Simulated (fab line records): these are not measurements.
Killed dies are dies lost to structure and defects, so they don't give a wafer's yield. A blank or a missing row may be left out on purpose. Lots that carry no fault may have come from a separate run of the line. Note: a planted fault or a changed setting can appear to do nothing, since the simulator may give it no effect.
Which of the tools did it? / flow sky130 / 11 lots, 33 wafers sampled, at 2 steps of a route of 708

== WHAT THE GAUGES SHOWED, per wafer ==
SKY_METAL4_CD_MEAS_13: target cd 300 nm.
lot=L303; measured=day 41 17:12; on=cd sem-02; cd nm (nm)=299.7 299.4 299.8
lot=L304; measured=day 42 09:36; on=cd sem-02; cd nm (nm)=301.7 302.4 301.1
lot=L306; measured=day 43 01:01; on=cd sem-02; cd nm (nm)=301.9 301.7 301.9
lot=L308; measured=day 43 15:19; on=cd sem-01; cd nm (nm)=298.8 298.6 298.3
lot=L315; measured=day 45 07:20; on=cd sem-01; cd nm (nm)=298.4 298.1 298.1
lot=L316; measured=day 45 11:31; on=cd sem-02; cd nm (nm)=299.6 299.6 298.7
lot=L319; measured=day 46 11:39; on=cd sem-01; cd nm (nm)=301.5 300.1 300.0
lot=L321; measured=day 47 03:18; on=cd sem-01; cd nm (nm)=301.0 300.6 299.9
lot=L322; measured=day 47 05:31; on=cd sem-01; cd nm (nm)=299.7 299.9 299.0
lot=L324; measured=day 47 11:04; on=cd sem-02; cd nm (nm)=299.1 298.5 299.7
lot=L325; measured=day 47 16:27; on=cd sem-01; cd nm (nm)=298.6 298.0 299.9

== WHICH TOOL RAN EACH LOT (tool, then ch and the chambers of the sampled wafers, then the start) ==
lot=L303; SKY_METAL4_SPUTTER_00=pvd sputter-04, day 39 15:55
lot=L304; SKY_METAL4_SPUTTER_00=pvd sputter-03, day 40 09:11
lot=L306; SKY_METAL4_SPUTTER_00=pvd sputter-03, day 41 01:52
lot=L308; SKY_METAL4_SPUTTER_00=pvd sputter-02, day 41 16:01
lot=L315; SKY_METAL4_SPUTTER_00=pvd sputter-03, day 43 10:19
lot=L316; SKY_METAL4_SPUTTER_00=pvd sputter-03, day 43 14:23
lot=L319; SKY_METAL4_SPUTTER_00=pvd sputter-02, day 44 17:00
lot=L321; SKY_METAL4_SPUTTER_00=pvd sputter-02, day 45 08:20
lot=L322; SKY_METAL4_SPUTTER_00=pvd sputter-04, day 45 12:40
lot=L324; SKY_METAL4_SPUTTER_00=pvd sputter-02, day 45 17:11
lot=L325; SKY_METAL4_SPUTTER_00=pvd sputter-04, day 45 22:57
- SKY_METAL4_SPUTTER_00: material Ti, target thk 15 nm, time 10 s.

== WHAT THE TOOLS THEMSELVES READ (means of the sampled wafers that have a number; where no wafer has one, the mark that the record gives instead) ==
SKY_METAL4_SPUTTER_00.
lot=L303; tool=pvd sputter-04; throttle valve pct (%)=30.6
lot=L304; tool=pvd sputter-03; throttle valve pct (%)=30.1
lot=L306; tool=pvd sputter-03; throttle valve pct (%)=30.2
lot=L308; tool=pvd sputter-02; throttle valve pct (%)=29.3
lot=L315; tool=pvd sputter-03; throttle valve pct (%)=31.1
lot=L316; tool=pvd sputter-03; throttle valve pct (%)=31.0
lot=L319; tool=pvd sputter-02; throttle valve pct (%)=29.3
lot=L321; tool=pvd sputter-02; throttle valve pct (%)=29.4
lot=L322; tool=pvd sputter-04; throttle valve pct (%)=31.2
lot=L324; tool=pvd sputter-02; throttle valve pct (%)=29.1
lot=L325; tool=pvd sputter-04; throttle valve pct (%)=29.4

== THE ANSWER, worked out from the rows above alone ==
Rule: the usual values come from the lots themselves. Put in order of their means at a reading, lots are off if they are a third of the lots or fewer, leave a main group of 4 or more, and stand apart from it by a gap of 3 or more times the standard deviation of the main group's means; of several such gaps the widest counts. A main group whose means are all the same, to the digits that the tables above print for the reading, isn't used. Also off: a lot with no number at a reading for which 4 or more lots have one. All remaining lots with rows at the step are treated as sound. The gauges are gone through in route order, then the tools' own readings, and for those a lot's mean is taken as printed above. The first step at which some lot is off is used, and at that step the reading that is off furthest; a lot without a number counts as furthest.
None of the lots is off at any reading shown; this tells nothing.

== WHAT THE SIMULATOR HAD PUT IN ==
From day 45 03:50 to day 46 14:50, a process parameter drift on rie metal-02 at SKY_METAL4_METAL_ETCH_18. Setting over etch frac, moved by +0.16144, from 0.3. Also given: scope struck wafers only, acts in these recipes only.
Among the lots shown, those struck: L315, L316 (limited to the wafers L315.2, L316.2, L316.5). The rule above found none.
